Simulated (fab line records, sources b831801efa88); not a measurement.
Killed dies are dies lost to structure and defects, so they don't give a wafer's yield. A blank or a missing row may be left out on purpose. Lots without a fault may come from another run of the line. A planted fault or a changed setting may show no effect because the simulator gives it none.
One fault seen from 2 desks | flow sky130 | each desk has only its own numbers; what lay behind them comes last

THE TOOL OWNER'S DESK: pecvd-03
The tool's own readings at SKY_PASSIVATION_CVD_02 (deposits Si3N4, target thk 540 nm): means of the sampled wafers that have a number, for each lot that ran on this tool. A lot is out of limits, marked OUT, if its mean lies more than 4 standard deviations from the usual mean; the brackets give that distance.
Columns: A = heater_power_w at SKY_PASSIVATION_CVD_02, usual 686 W; B = rf_fwd_power_W at SKY_PASSIVATION_CVD_02, usual 449.2 W
lot  | first seen here | A   | B
L119 | day 44 07:06    | 663 | 449.0
L133 | day 47 17:14    | 604 | 521.1 (+51) OUT
L135 | day 48 05:16    | 653 | 522.0 (+52) OUT
This desk's finding: out of limits on L133, L135; first on L133, day 47 17:14 (rf_fwd_power_W at SKY_PASSIVATION_CVD_02). In limits: L119.

THE METROLOGY DESK
What the gauges read, lot by lot, whatever tool the lot ran on: means of the sampled wafers that have a number. A lot is out of limits, marked OUT, if its mean lies more than 4 standard deviations from the usual mean; the brackets give that distance.
Columns: A = PASSIVATION_CVD_02_THK at SKY_PASSIVATION_THK_MEAS_03, usual 540 nm
lot  | first seen here | A
L119 | day 44 07:23    | 533
L122 | day 45 04:14    | 544
L121 | day 45 06:26    | 536
L124 | day 45 21:25    | 533
L125 | day 46 01:21    | 540
L133 | day 47 17:23    | 572 (+4.4) OUT
L135 | day 48 05:37    | 568
L136 | day 48 09:11    | 539
L138 | day 48 18:43    | 544
L139 | day 49 04:57    | 540
L140 | day 49 14:44    | 542
This desk's finding: out of limits on L133; first on L133, day 47 17:23 (PASSIVATION_CVD_02_THK at SKY_PASSIVATION_THK_MEAS_03). In limits: L119, L122, L121, L124, L125, L135, L136, L138, L139, L140.

PUT TOGETHER
The tool owner's desk could have raised an alarm at day 47 17:14, on L133, L135.
The metrology desk could have raised an alarm at day 47 17:23, on L133.
The metrology desk has L135 on record, within its limits.
Of the lots named, all ran SKY_PASSIVATION_CVD_02 on pecvd-03.

WHAT THE SIMULATOR HAD PUT IN
Process parameter drift: pecvd-03, from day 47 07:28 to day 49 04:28, at SKY_PASSIVATION_CVD_02. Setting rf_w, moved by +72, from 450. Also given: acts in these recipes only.
Lots struck among those shown: L133, L135.
Hours from the fault's start to each desk's first reading out of limits: the tool owner's desk, 10; the metrology desk, 10.
